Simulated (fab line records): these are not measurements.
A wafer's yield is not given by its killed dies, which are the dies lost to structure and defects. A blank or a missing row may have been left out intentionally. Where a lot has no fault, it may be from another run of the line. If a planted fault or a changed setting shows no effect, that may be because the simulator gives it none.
The tool behind it: which one? + flow gf180mcu + 18 wafers from 6 lots sampled at 5 of the route's 602 steps

WHAT THE GAUGES READ, wafer by wafer
GF_PSD_RS_MEAS_14: the measuring method here is four-point-probe.
| lot  | measured     | on            | NSD_RS (ohm/sq)   |
|------|--------------|---------------|-------------------|
| L910 | day 15 22:59 | film-metro-02 | 45.94 46.06 46.04 |
| L912 | day 16 04:32 | film-metro-03 | 46.13 46.27 46.28 |
| L917 | day 17 19:35 | film-metro-04 | 45.99 46.03 46.07 |
| L921 | day 19 04:03 | film-metro-04 | 46.73 46.70 46.77 |
| L926 | day 21 00:11 | film-metro-04 | 46.09 46.08 46.15 |
| L930 | day 21 18:04 | film-metro-04 | 46.13 45.97 46.10 |

EACH LOT AND THE TOOL THAT RAN IT (in order: tool; ch and the chambers of the sampled wafers; start)
| lot  | GF_HV_LDD_RTA_52                 | GF_NSD_IMPLANT_10               | GF_NSD_STRIP_11                      | GF_PSD_RTA_13                    |
|------|----------------------------------|---------------------------------|--------------------------------------|----------------------------------|
| L910 | rtp-anneal-01 ch 0, day 14 00:57 | implanter-01 ch 0, day 15 01:11 | plasma-asher-03 ch 0,1, day 15 01:20 | rtp-anneal-01 ch 0, day 15 22:55 |
| L912 | rtp-anneal-02 ch 0, day 14 06:27 | implanter-01 ch 0, day 15 06:43 | plasma-asher-02 ch 0,1, day 15 06:52 | rtp-anneal-01 ch 0, day 16 04:27 |
| L917 | rtp-anneal-02 ch 0, day 15 17:21 | implanter-01 ch 0, day 16 18:59 | plasma-asher-01 ch 0,1, day 16 19:08 | rtp-anneal-01 ch 0, day 17 19:30 |
| L921 | rtp-anneal-02 ch 0, day 17 01:42 | implanter-01 ch 0, day 18 03:31 | plasma-asher-03 ch 0,1, day 18 03:40 | rtp-anneal-01 ch 0, day 19 03:58 |
| L926 | rtp-anneal-01 ch 0, day 18 18:32 | implanter-02 ch 0, day 19 23:41 | plasma-asher-03 ch 0,1, day 19 23:47 | rtp-anneal-02 ch 0, day 21 00:03 |
| L930 | rtp-anneal-01 ch 0, day 19 14:56 | implanter-02 ch 0, day 20 17:43 | plasma-asher-02 ch 0,1, day 20 17:49 | rtp-anneal-01 ch 0, day 21 17:58 |
- GF_HV_LDD_RTA_52: time 10 s.
- GF_NSD_IMPLANT_10
- GF_NSD_STRIP_11: strips in O2/N2.
- GF_PSD_RTA_13: time 20 s.

THE ANSWER, worked out from the rows above alone
Rule: what is usual is taken from the lots themselves. The widest of any qualifying gaps counts: lots, ordered by their means at a reading, are off when they make up no more than a third of the lots, leave a main group of 4 or more, and stand apart from it by 3 or more times the standard deviation of that group's means. A main group whose means are all the same, to the digits that the tables above print for the reading, isn't used. Also off: a lot with no number at a reading for which 4 or more lots have one. All remaining lots with rows at the step are treated as sound.
Off: L921, seen at GF_PSD_RS_MEAS_14 (NSD_RS). The main group has a mean of 46.09 ohm/sq with a standard deviation of 0.076.
A tool fits if, at a process step before that reading, it ran every lot that is off, and no sound lot after the first of them. Those tools and the gauges at GF_PSD_RS_MEAS_14 are tried in the same way. Can't be told from this: 2 tools fit, rtp-anneal-02 at GF_HV_LDD_RTA_52, implanter-01 at GF_NSD_IMPLANT_10.

WHAT THE SIMULATOR HAD INSERTED
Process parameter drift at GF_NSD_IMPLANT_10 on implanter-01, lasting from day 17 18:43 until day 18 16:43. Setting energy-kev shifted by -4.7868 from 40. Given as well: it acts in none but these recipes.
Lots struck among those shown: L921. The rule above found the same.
